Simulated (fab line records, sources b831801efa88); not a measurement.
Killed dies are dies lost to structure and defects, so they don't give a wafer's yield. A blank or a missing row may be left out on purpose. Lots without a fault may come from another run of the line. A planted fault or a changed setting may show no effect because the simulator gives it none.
fab line records | flow sky130
record lots=24 wafers=72 last_day=50
route steps=708 shown CONTACT@409 VIA1@479 METAL3@533 METAL4@633 VIA4@656 PASSIVATION@684
lots that met no fault: from a run of the same line without faults
start_h: hours from the record's first day to the start of the lot's first wafer shown | wait_h: hours since the lot's step before | " the same as in the row above | L1.1+2: a row that stands for several wafers | - no value, or no start given | * or withheld: withheld | < > ~ a bound
route shown NAME@n: a module of which the file shows steps, and the number in the route of the first | usual: mean/standard deviation of fault-free wafers | same: alike in all rows | chamber/n: place in a boat | sites: the reading at each site | _std_site: their standard deviation | _edge_site: outer sites' mean less inner sites' | radius_mm: how far each site lies from the wafer's centre | mask NAME#n: copy n | behind: the tool/chamber that last shaped the wafer | hold: why the lot was held/for how many hours/how that ended | device: the transistor (n, p or np) that didn't switch | end of line: the same wafers' tests at the end of the route | a step without rows: its recipe alone | killed: dies lost to structure and defects at the first sort, not the wafer's yield | map: a wafer's dies, x killed, . not, _ none there
set.NAME: the setting as run; set.NAME@STEP: as run at that earlier step | model.NAME: the simulator's own value behind a step, which no gauge read
steps of the route over a sample of lots; a table a step, a row a wafer
services: from which hour (start_h, from the record's first day; less than 0 if before it) a tool's chamber was out of use, for how many hours, and why
## steps
# step SKY_CONTACT_THK_MEAS_03
# recipe reads=SiO2_of_CONTACT_HDPCVD_02
# usual CONTACT_HDPCVD_THK=563/4.6
# columns lot.wafer tool chamber start_h wait_h CONTACT_HDPCVD_THK[nm]
L074.1 film_metro-02 - 708.97 0.0 561
L074.2 " - " " 564
L074.4 " - " " 565
L075.2 film_metro-03 - 712.93 0.0 564
L075.3 " - " " 563
L075.4 " - " " 565
L076.1 film_metro-03 - 725.76 0.0 556
L076.2 " - " " 563
L076.6 " - " " 563
L077.1 film_metro-02 - 750.63 0.0 565
L077.3 " - " " 556
L077.6 " - " " 565
L078.1 film_metro-03 - 759.39 0.0 561
L078.5 " - " " 568
L078.6 " - " " 558
L079.3 film_metro-02 - 769.22 0.1 559
L079.5 " - " " 559
L079.6 " - " " 561
L081.2 film_metro-02 - 777.38 0.0 564
L081.4 " - " " 553
L081.6 " - " " 557
L080.4 film_metro-03 - 778.70 0.0 571
L080.5 " - " " 564
L080.6 " - " " 568
L082.4 film_metro-01 - 793.80 0.0 563
L082.5 " - " " 564
L082.6 " - " " 569
L084.1 film_metro-02 - 798.08 0.0 556
L084.4 " - " " 561
L084.6 " - " " 560
L083.1 film_metro-03 - 802.66 0.0 568
L083.2 " - " " 565
L083.5 " - " " 564
L085.3 film_metro-02 - 805.17 0.1 567
L085.4 " - " " 563
L085.6 " - " " 565
L086.3 film_metro-01 - 810.79 0.1 554
L086.5 " - " " 549
L086.6 " - " " 552
L087.2 film_metro-02 - 830.26 0.0 565
L087.3 " - " " 566
L087.6 " - " " 568
L088.1 film_metro-01 - 832.82 0.0 560
L088.2 " - " " 569
L088.4 " - " " 569
L089.1 film_metro-02 - 838.12 0.0 563
L089.2 " - " " 561
L089.5 " - " " 563
L090.2 film_metro-01 - 842.12 0.0 571
L090.4 " - " " 566
L090.5 " - " " 566
L091.1 film_metro-01 - 843.72 0.0 560
L091.4 " - " " 558
L091.5 " - " " 561
L092.1 film_metro-01 - 847.52 0.0 565
L092.3 " - " " 563
L092.4 " - " " 569
L093.1 film_metro-03 - 860.10 0.0 564
L093.2 " - " " 565
L093.6 " - " " 560
L094.1 film_metro-02 - 866.42 0.0 567
L094.5 " - " " 566
L094.6 " - " " 567
L095.1 film_metro-03 - 880.14 0.0 562
L095.3 " - " " 561
L095.6 " - " " 561
L096.1 film_metro-03 - 880.38 0.0 557
L096.5 " - " " 564
L096.6 " - " " 560
L097.2 film_metro-03 - 882.37 0.0 571
L097.5 " - " " 564
L097.6 " - " " 564
# step SKY_VIA1_CVD_21
# recipe material=W target_thk_nm=270 time_s=80.902 temp_c=400 pressure_torr=40
# usual heater_power_w=909/41
# columns lot.wafer tool chamber start_h wait_h heater_power_w
L074.1 cvd_w-01 1 795.07 0.0 874
L074.2 " 0 " " 944
L074.4 " 0 " " 993
L075.2 cvd_w-01 1 800.22 0.0 882
L075.3 " 1 " " 858
L075.4 " 0 " " 973
L076.1 cvd_w-01 1 811.02 0.0 876
L076.2 " 0 " " 966
L076.6 " 1 " " 887
L077.1 cvd_w-02 0 836.13 0.0 857
L077.3 " 0 " " 904
L077.6 " 0 " " 869
L078.1 cvd_w-01 1 842.86 0.0 885
L078.5 " 1 " " 866
L078.6 " 0 " " 984
L079.3 cvd_w-01 0 852.56 0.1 982
L079.5 " 0 " " 962
L079.6 " 1 " " 839
L081.2 cvd_w-01 1 859.58 0.0 888
L081.4 " 0 " " 991
L081.6 " 1 " " 883
L080.4 cvd_w-01 0 861.29 0.1 960
L080.5 " 1 " " 873
L080.6 " 0 " " 969
L082.4 cvd_w-01 0 877.88 0.1 973
L082.5 " 1 " " 902
L082.6 " 0 " " 972
L084.1 cvd_w-01 0 880.66 0.0 947
L084.4 " 1 " " 905
L084.6 " 1 " " 872
L083.1 cvd_w-01 1 883.31 0.0 885
L083.2 " 0 " " 980
L083.5 " 0 " " 988
L085.3 cvd_w-01 0 887.27 0.1 973
L085.4 " 1 " " 869
L085.6 " 1 " " 871
L086.3 cvd_w-01 1 893.07 0.1 855
L086.5 " 0 " " 988
L086.6 " 1 " " 887
L087.2 cvd_w-02 0 912.91 0.0 884
L087.3 " 1 " " 929
L087.6 " 1 " " 896
L088.1 cvd_w-02 0 914.39 0.0 882
L088.2 " 0 " " 883
L088.4 " 0 " " 891
L089.1 cvd_w-02 1 919.26 0.0 900
L089.2 " 0 " " 852
L089.5 " 1 " " 900
L090.2 cvd_w-01 0 923.89 0.0 898
L090.4 " 0 " " 914
L090.5 " 1 " " 879
L091.1 cvd_w-02 1 925.53 0.0 933
L091.4 " 0 " " 877
L091.5 " 0 " " 878
L092.1 cvd_w-01 0 927.76 0.0 886
L092.3 " 0 " " 903
L092.4 " 1 " " 874
L093.1 cvd_w-01 1 940.91 0.0 876
L093.2 " 0 " " 906
L093.6 " 1 " " 867
L094.1 cvd_w-01 0 947.28 0.0 930
L094.5 " 1 " " 880
L094.6 " 0 " " 921
L095.1 cvd_w-02 1 959.03 0.0 925
L095.3 " 0 " " 876
L095.6 " 0 " " 889
L096.1 cvd_w-02 0 960.58 0.0 902
L096.5 " 0 " " 863
L096.6 " 1 " " 913
L097.2 cvd_w-01 0 961.64 0.0 906
L097.5 " 0 " " 898
L097.6 " 1 " " 890
# step SKY_METAL3_SPUTTER_01
# recipe material=TiN target_thk_nm=20 power_w=6500 time_s=16.7 chamber_pressure_pa=0.4
# usual throttle_valve_pct=30.5/0.76
# columns lot.wafer tool chamber start_h wait_h throttle_valve_pct
L074.1 pvd_sputter-01 - 851.31 0.0 30.3
L074.2 " - " " 29.8
L074.4 " - " " 30.1
L075.2 pvd_sputter-02 - 856.23 0.0 28.6
L075.3 " - " " 30.9
L075.4 " - " " 30.6
L076.1 pvd_sputter-03 - 866.30 0.0 29.8
L076.2 " - " " 31.2
L076.6 " - " " 29.9
L077.1 pvd_sputter-03 - 892.46 0.0 29.8
L077.3 " - " " 31.3
L077.6 " - " " 31.8
L078.1 pvd_sputter-03 - 898.96 0.0 31.1
L078.5 " - " " 31.5
L078.6 " - " " 30.0
L079.3 pvd_sputter-02 - 908.18 0.0 28.5
L079.5 " - " " 30.1
L079.6 " - " " 30.4
L081.2 pvd_sputter-03 - 914.81 0.0 31.2
L081.4 " - " " 31.5
L081.6 " - " " 29.7
L080.4 pvd_sputter-03 - 917.17 0.0 29.8
L080.5 " - " " 31.5
L080.6 " - " " 29.9
L082.4 pvd_sputter-03 - 932.61 0.0 29.7
L082.5 " - " " 31.0
L082.6 " - " " 31.3
L084.1 pvd_sputter-01 - 935.44 0.0 30.4
L084.4 " - " " 30.4
L084.6 " - " " 30.0
L083.1 pvd_sputter-03 - 937.21 0.0 31.4
L083.2 " - " " 30.0
L083.5 " - " " 30.0
L085.3 pvd_sputter-03 - 941.48 0.0 31.3
L085.4 " - " " 30.4
L085.6 " - " " 31.2
L086.3 pvd_sputter-03 - 946.55 0.0 30.4
L086.5 " - " " 30.9
L086.6 " - " " 29.5
L087.2 pvd_sputter-01 - 965.89 0.0 29.9
L087.3 " - " " 30.4
L087.6 " - " " 29.9
L088.1 pvd_sputter-03 - 967.78 0.0 31.2
L088.2 " - " " 29.6
L088.4 " - " " 30.7
L089.1 pvd_sputter-02 - 972.08 0.0 30.5
L089.2 " - " " 28.4
L089.5 " - " " 28.6
L090.2 pvd_sputter-02 - 974.98 0.0 30.4
L090.4 " - " " 28.5
L090.5 " - " " 29.8
L091.1 pvd_sputter-03 - 978.12 0.0 30.5
L091.4 " - " " 29.8
L091.5 " - " " 30.9
L092.1 pvd_sputter-03 - 980.45 0.0 31.2
L092.3 " - " " 30.8
L092.4 " - " " 29.7
L093.1 pvd_sputter-02 - 991.86 0.0 28.6
L093.2 " - " " 30.9
L093.6 " - " " 31.4
L094.1 pvd_sputter-01 - 997.92 0.0 30.6
L094.5 " - " " 30.3
L094.6 " - " " 30.5
L095.1 pvd_sputter-03 - 1009.52 0.0 30.0
L095.3 " - " " 30.5
L095.6 " - " " 30.6
L096.1 pvd_sputter-02 - 1010.22 0.0 31.0
L096.5 " - " " 28.8
L096.6 " - " " 31.1
L097.2 pvd_sputter-01 - 1011.54 0.0 29.9
L097.5 " - " " 30.5
L097.6 " - " " 30.3
# step SKY_METAL4_ETCH_17
# recipe target=SiO2 stop_on=TiN chemistry=C4F8/O2/Ar source_w=1500 bias_w=1200 pressure_mtorr=40 c4f8_flow_sccm=withheld O2_flow_sccm=6 Ar_flow_sccm=300 time_s=3.9 target_depth_a=150
# usual chamber_pressure_mTorr=40.00/0.036 oes_product_au=0.755/0.0071 rf_fwd_power_W=1468/9
# columns lot.wafer tool chamber start_h wait_h chamber_pressure_mTorr oes_product_au rf_fwd_power_W rf_hours_counter_h
L074.1 rie_diel-03 0 980.02 0.1 39.96 0.756 1481 21
L074.2 " 2 " " 40.01 0.761 1459 15
L074.4 " 1 " " 39.99 0.757 1465 11
L075.2 rie_diel-03 0 985.27 0.1 40.02 0.746 1479 21
L075.3 " 2 " " 39.93 0.757 1457 15
L075.4 " 3 " " 40.03 0.758 1455 4
L076.1 rie_diel-01 3 995.50 0.1 40.03 0.753 1463 27
L076.2 " 0 " " 40.02 0.759 1473 9
L076.6 " 2 " " 40.01 0.752 1487 -
L077.1 rie_diel-01 3 1018.40 0.1 40.03 0.756 1464 28
L077.3 " 1 " " 39.98 0.744 1463 18
L077.6 " 1 " " 40.00 0.755 1461 -
L078.1 rie_diel-02 2 1025.13 0.1 39.96 0.760 1477 20
L078.5 " 1 " " 39.99 0.757 1483 -
L078.6 " 0 " " 40.01 0.764 1469 -
L079.3 rie_diel-01 2 1031.95 0.0 39.97 0.765 1486 5
L079.5 " 3 " " 40.06 0.758 1463 -
L079.6 " 2 " " 39.96 0.769 1491 -
L081.2 rie_diel-02 2 1036.77 0.1 40.03 0.756 1468 20
L081.4 " 1 " " 39.98 0.748 1485 17
L081.6 " 3 " " 40.03 0.766 1457 -
L080.4 rie_diel-03 3 1040.25 0.0 40.04 0.755 1461 6
L080.5 " 2 " " 39.97 0.766 1460 -
L080.6 " 1 " " 40.11 0.763 1467 -
L082.4 rie_diel-03 3 1055.03 0.0 39.96 0.750 1458 6
L082.5 " 0 " " 40.03 0.754 1477 -
L082.6 " 1 " " 39.93 0.766 1462 -
L084.1 rie_diel-02 1 1056.97 0.1 39.99 0.761 1478 18
L084.4 " 2 " " 39.98 0.766 1459 21
L084.6 " 2 " " 39.98 0.773 1462 -
L083.1 rie_diel-01 1 1058.93 0.1 39.99 0.739 1466 20
L083.2 " 0 " " 39.97 0.750 1467 11
L083.5 " 3 " " 39.97 0.758 1462 -
L085.3 rie_diel-03 3 1059.72 0.0 39.99 0.751 1465 6
L085.4 " 0 " " 40.03 0.755 1475 24
L085.6 " 3 " " 40.09 0.763 1459 -
L086.3 rie_diel-02 1 1066.92 0.0 40.05 0.742 1483 18
L086.5 " 3 " " 39.92 0.750 1464 -
L086.6 " 2 " " 39.97 0.752 1459 -
L087.2 rie_diel-03 3 1081.45 0.1 40.03 0.754 1465 7
L087.3 " 0 " " 40.06 0.749 1482 24
L087.6 " 1 " " 40.01 0.762 1464 -
L088.1 rie_diel-02 3 1084.73 0.1 40.01 0.753 1469 18
L088.2 " 2 " " 40.01 0.747 1464 21
L088.4 " 0 " " 40.00 0.746 1464 13
L089.1 rie_diel-01 1 1088.75 0.1 39.93 0.757 1466 21
L089.2 " 3 " " 39.96 0.751 1463 30
L089.5 " 1 " " 40.00 0.759 1469 -
L090.2 rie_diel-03 2 1091.15 0.1 40.04 0.745 1464 18
L090.4 " 0 " " 40.01 0.756 1464 24
L090.5 " 1 " " 39.99 0.751 1461 -
L091.1 rie_diel-02 2 1093.84 0.1 40.01 0.751 1471 21
L091.4 " 3 " " 39.93 0.758 1467 18
L091.5 " 1 " " 40.03 0.754 1481 -
L092.1 rie_diel-03 1 1096.74 0.1 40.03 0.749 1454 15
L092.3 " 3 " " 39.99 0.733 1464 8
L092.4 " 2 " " 39.99 0.746 1461 19
L093.1 rie_diel-03 0 1104.69 0.1 40.00 0.749 1482 25
L093.2 " 3 " " 39.99 0.747 1460 8
L093.6 " 2 " " 39.94 0.761 1467 -
L094.1 rie_diel-03 2 1110.42 0.1 40.01 0.744 1457 19
L094.5 " 0 " " 40.01 0.760 1480 -
L094.6 " 3 " " 39.92 0.754 1460 -
L095.1 rie_diel-03 2 1122.00 0.1 40.01 0.747 1467 20
L095.3 " 1 " " 40.04 0.750 1464 16
L095.6 " 3 " " 40.07 0.753 1461 -
L096.1 rie_diel-01 1 1123.00 0.1 40.01 0.751 1468 22
L096.5 " 0 " " 39.96 0.757 1474 -
L096.6 " 1 " " 40.00 0.758 1462 -
L097.2 rie_diel-03 2 1123.35 0.1 39.96 0.750 1458 20
L097.5 " 0 " " 40.00 0.758 1469 -
L097.6 " 1 " " 40.03 0.760 1460 -
# step SKY_VIA4_SPUTTER_17
# recipe material=TiN target_thk_nm=20 chamber_pressure_pa=5 power_w=4000 time_s=80
# usual throttle_valve_pct=30.2/0.69
# columns lot.wafer tool chamber start_h wait_h throttle_valve_pct
L074.1 pvd_sputter-02 - 1004.84 0.0 28.7
L074.2 " - " " 31.2
L074.4 " - " " 28.8
L075.2 pvd_sputter-01 - 1009.66 0.0 29.7
L075.3 " - " " 30.3
L075.4 " - " " 29.8
L076.1 pvd_sputter-02 - 1020.23 0.0 29.9
L076.2 " - " " 31.0
L076.6 " - " " 28.6
L077.1 pvd_sputter-01 - 1042.70 0.0 30.6
L077.3 " - " " 29.9
L077.6 " - " " 30.5
L078.1 pvd_sputter-04 - 1049.92 0.0 30.0
L078.5 " - " " 31.0
L078.6 " - " " 30.1
L079.3 pvd_sputter-04 - 1056.33 0.0 29.8
L079.5 " - " " 30.3
L079.6 " - " " 29.7
L081.2 pvd_sputter-01 - 1060.87 0.0 30.7
L081.4 " - " " 29.9
L081.6 " - " " 30.3
L080.4 pvd_sputter-04 - 1064.34 0.0 30.1
L080.5 " - " " 30.2
L080.6 " - " " 31.3
L082.4 pvd_sputter-04 - 1078.09 0.0 29.8
L082.5 " - " " 31.3
L082.6 " - " " 30.0
L084.1 pvd_sputter-02 - 1079.55 0.0 28.7
L084.4 " - " " 31.2
L084.6 " - " " 28.4
L083.1 pvd_sputter-01 - 1081.51 0.0 30.0
L083.2 " - " " 30.4
L083.5 " - " " 30.1
L085.3 pvd_sputter-02 - 1082.49 0.0 28.7
L085.4 " - " " 31.1
L085.6 " - " " 30.2
L086.3 pvd_sputter-04 - 1089.46 0.0 29.9
L086.5 " - " " 31.1
L086.6 " - " " 30.1
L087.2 pvd_sputter-04 - 1103.64 0.0 30.0
L087.3 " - " " 31.3
L087.6 " - " " 30.2
L088.1 pvd_sputter-02 - 1107.23 0.0 30.2
L088.2 " - " " 28.4
L088.4 " - " " 30.6
L089.1 pvd_sputter-01 - 1111.53 0.0 30.1
L089.2 " - " " 30.0
L089.5 " - " " 30.3
L090.2 pvd_sputter-02 - 1113.11 0.0 28.7
L090.4 " - " " 28.5
L090.5 " - " " 30.3
L091.1 pvd_sputter-04 - 1116.40 0.0 29.9
L091.4 " - " " 30.0
L091.5 " - " " 30.1
L092.1 pvd_sputter-01 - 1118.74 0.0 30.2
L092.3 " - " " 29.7
L092.4 " - " " 30.4
L093.1 pvd_sputter-04 - 1125.95 0.0 29.7
L093.2 " - " " 30.2
L093.6 " - " " 30.0
L094.1 pvd_sputter-02 - 1132.57 0.0 28.5
L094.5 " - " " 30.1
L094.6 " - " " 30.5
L095.1 pvd_sputter-04 - 1143.59 0.0 29.6
L095.3 " - " " 31.2
L095.6 " - " " 29.9
L096.1 pvd_sputter-02 - 1144.41 0.0 31.2
L096.5 " - " " 28.6
L096.6 " - " " 31.2
L097.2 pvd_sputter-04 - 1144.69 0.0 31.1
L097.5 " - " " 30.1
L097.6 " - " " 29.8
# step SKY_PASSIVATION_THK_MEAS_03
# recipe reads=Si3N4_of_PASSIVATION_CVD_02
# usual PASSIVATION_CVD_02_THK=543/6.7
# columns lot.wafer tool chamber start_h wait_h PASSIVATION_CVD_02_THK[nm]
L074.1 film_metro-03 - 1029.37 - 532
L074.2 " - " " 532
L074.4 " - " " 534
L075.2 film_metro-03 - 1033.87 - 538
L075.3 " - " " 540
L075.4 " - " " 556
L076.1 film_metro-04 - 1044.51 - 534
L076.2 " - " " 539
L076.6 " - " " 540
L077.1 film_metro-04 - 1066.39 - 532
L077.3 " - " " 526
L077.6 " - " " 542
L078.1 film_metro-04 - 1073.27 - 538
L078.5 " - " " 543
L078.6 " - " " 546
L079.3 film_metro-03 - 1079.31 - 541
L079.5 " - " " 551
L079.6 " - " " 544
L081.2 film_metro-03 - 1083.68 - 538
L081.4 " - " " 551
L081.6 " - " " 551
L080.4 film_metro-03 - 1086.25 - 541
L080.5 " - " " 542
L080.6 " - " " 544
L082.4 film_metro-03 - 1100.83 - 551
L082.5 " - " " 541
L082.6 " - " " 545
L084.1 film_metro-03 - 1102.41 - 539
L084.4 " - " " 542
L084.6 " - " " 548
L083.1 film_metro-03 - 1103.99 - 541
L083.2 " - " " 538
L083.5 " - " " 548
L085.3 film_metro-04 - 1104.68 - 540
L085.4 " - " " 546
L085.6 " - " " 552
L086.3 film_metro-04 - 1112.05 - 540
L086.5 " - " " 535
L086.6 " - " " 541
L087.2 film_metro-03 - 1125.67 - 540
L087.3 " - " " 544
L087.6 " - " " 554
L088.1 film_metro-03 - 1129.21 - 536
L088.2 " - " " 534
L088.4 " - " " 543
L089.1 film_metro-04 - 1133.75 - 537
L089.2 " - " " 545
L089.5 " - " " 541
L090.2 film_metro-02 - 1135.53 - 540
L090.4 " - " " 547
L090.5 " - " " 548
L091.1 film_metro-02 - 1137.93 - 542
L091.4 " - " " 551
L091.5 " - " " 540
L092.1 film_metro-03 - 1140.57 - 533
L092.3 " - " " 538
L092.4 " - " " 541
L093.1 film_metro-03 - 1146.72 - 537
L093.2 " - " " 542
L093.6 " - " " 561
L094.1 film_metro-02 - 1153.29 - 540
L094.5 " - " " 546
L094.6 " - " " 545
L095.1 film_metro-02 - 1163.85 - 538
L095.3 " - " " 540
L095.6 " - " " 548
L096.1 film_metro-03 - 1164.27 - 548
L096.5 " - " " 552
L096.6 " - " " 557
L097.2 film_metro-02 - 1164.87 - 540
L097.5 " - " " 549
L097.6 " - " " 549
## services
# columns tool chamber start_h hours kind
rie_diel-03 3 777.58 3.3 repair
pvd_sputter-03 - 781.45 1.9 repair
pvd_sputter-03 - 808.71 5.2 repair
pvd_sputter-03 - 841.87 4.8 repair
rie_diel-03 2 870.05 7.4 repair
cvd_w-02 - 881.87 6.0 pm
pvd_sputter-01 - 895.84 12.0 repair
rie_diel-03 - 903.88 3.2 repair
cvd_w-01 - 904.00 14.0 pm
rie_diel-03 0 939.51 16.7 repair
pvd_sputter-01 - 942.08 3.2 repair
pvd_sputter-04 - 943.85 4.6 repair
cvd_w-01 - 952.58 1.5 repair
pvd_sputter-04 - 964.83 0.5 repair
rie_diel-03 1 993.86 3.5 repair
pvd_sputter-01 - 1005.36 0.5 repair
cvd_w-01 1 1035.79 11.0 repair
cvd_w-02 - 1054.81 3.5 repair
rie_diel-03 2 1062.49 7.7 repair
pvd_sputter-02 - 1087.76 4.4 repair
pvd_sputter-03 - 1106.45 4.1 repair
cvd_w-01 - 1109.22 2.8 pm
pvd_sputter-04 - 1134.08 0.8 repair
rie_diel-03 2 1142.46 9.0 repair
## key
fault none
